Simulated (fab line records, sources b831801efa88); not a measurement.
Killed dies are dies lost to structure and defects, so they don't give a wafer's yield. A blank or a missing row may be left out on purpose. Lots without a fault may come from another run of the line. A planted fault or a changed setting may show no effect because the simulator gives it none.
A struck lot beside a sound one | flow sky130 | 23 steps out of a route of 708
Sound: wafers L775.1, L775.2, L775.6. Struck: wafers L782.3, L782.4, L782.6. The cause comes at the end.
At each step with rows: each side's tool, then ch and its chambers, then its first start. Under that, the readings that differ: sound wafers | struck wafers | difference of the means | sigmas: that difference in standard deviations of wafers without a fault.
alike: readings whose means differ by less than 2 such deviations, and words and numbers that are the same on both sides. not compared: withheld readings, readings that some wafer has no value for, bounds like >300 that may hide the same value, and numbers for which the record gives no deviation and whose values overlap.
The two part at a step that has a row with sigmas, a row that says differs or no value, or rows on one side only. Numbers that don't overlap but have no deviation are shown without sigmas and don't part them. A reading that every wafer of one side lacks parts them only if that side has two wafers or more.

SKY_RES_XHIGH_TW_MEAS_09:
  sound on film_metro-03, day 28 06:34; struck on film_metro-01, day 30 11:29
  alike: RES_XHIGH_TW
then, 7 steps without rows for these wafers: SKY_SD_N_DEHYDRATE_00 (time 60 s); SKY_SD_N_HMDS_01 (prime time 60 s); SKY_SD_N_COAT_02 (resist thk 1140 nm); SKY_SD_N_SOFTBAKE_03 (time 60 s); SKY_SD_N_EXPOSE_04 (exposes mask NSDM, target cd 380 nm); SKY_SD_N_PEB_05; SKY_SD_N_DEVELOP_06 (develop time 60 s).
SKY_SD_N_CD_MEAS_07: target cd 380 nm.
  sound on cd_sem-02, day 29 11:10; struck on cd_sem-01, day 31 15:18
  reading    | sound             | struck            | difference | sigmas
  cd_nm (nm) | 376.9 376.0 374.3 | 380.8 380.2 383.0 | +5.6       | +2
SKY_SD_N_OVL_MEAS_08:
  sound on overlay-01, day 29 11:17; struck on overlay-01, day 31 15:23
  alike: SD_N_OVL
then, 2 steps without rows for these wafers: SKY_SD_N_IMPLANT_09; SKY_SD_N_IMPLANT_10.
SKY_SD_N_STRIP_11: strips in O2/N2.
  sound on plasma_asher-01 ch 0,1, day 29 11:37; struck on plasma_asher-04 ch 0,1, day 31 15:45
  no value came back on the struck wafers for chamber_pressure_mTorr (mTorr), drypump_motor_current_A (A), oes_product_au (a.u.), strip_time_to_endpoint_s (s); on the sound wafers chamber_pressure_mTorr (mTorr) reads 1502.8 1499.7 1502.4
  reading                                   | sound | struck         | difference | sigmas
  model.NOVOLAK_of_SD_N_COAT_02.thk_nm (nm) | 0 0 0 | 1139 1144 1139 | +1141      |
  not compared: rf_hours_counter_h
SKY_SD_N_TW_MEAS_12:
  sound on film_metro-04, day 29 11:43; struck on film_metro-01, day 31 15:50
  alike: SD_N_TW
then, 1 step without rows for these wafers: SKY_SD_N_CLEAN_13 (cleans in SC1/SC2, time 150 s).
SKY_SD_N_RTA_14: time 2 s.
  sound on rtp_anneal-01 ch 0, day 29 11:49; struck on rtp_anneal-02 ch 0, day 31 15:56
  alike: lamp_power_pct, wafer_temp_C_max
SKY_SD_N_RS_MEAS_16: measures by four-point-probe.
  sound on film_metro-01, day 29 12:00; struck on film_metro-03, day 31 16:08
  alike: SD_N_RS
SKY_SD_N_RS_MEAS_17: measures by four-point-probe.
  sound on film_metro-01, day 29 12:07; struck on film_metro-03, day 31 16:16
  alike: SD_P_RS
SKY_SD_N_RS_MEAS_18: measures by four-point-probe.
  sound on film_metro-01, day 29 12:14; struck on film_metro-03, day 31 16:23
  alike: RES_XHIGH_RS
then, 2 steps without rows for these wafers: SKY_SALICIDE_CLEAN_00 (cleans in HF-last, time 30 s); SKY_LI_CONTACT_HDPCVD_00 (deposits PSG, target thk 930 nm, time 155 s).
SKY_LI_CONTACT_CMP_02: polishes PSG.
  sound on cmp-01 ch 1,2, day 29 12:36; struck on cmp-01 ch 0,1,3, day 31 16:41
  alike: motor_current_A, time_to_endpoint_s
SKY_LI_CONTACT_BOW_MEAS_03:
  sound on film_metro-03, day 29 12:54; struck on film_metro-03, day 31 17:16
  reading             | sound    | struck | difference                    | sigmas
  LI_CONTACT_BOW (um) | 51 55 43 | - - -  | no value on the struck wafers |
  not compared: hold

WHERE THEY PART
First at SKY_SD_N_CD_MEAS_07; last, within this record, at SKY_LI_CONTACT_BOW_MEAS_03.

WHY: what the simulator had put in
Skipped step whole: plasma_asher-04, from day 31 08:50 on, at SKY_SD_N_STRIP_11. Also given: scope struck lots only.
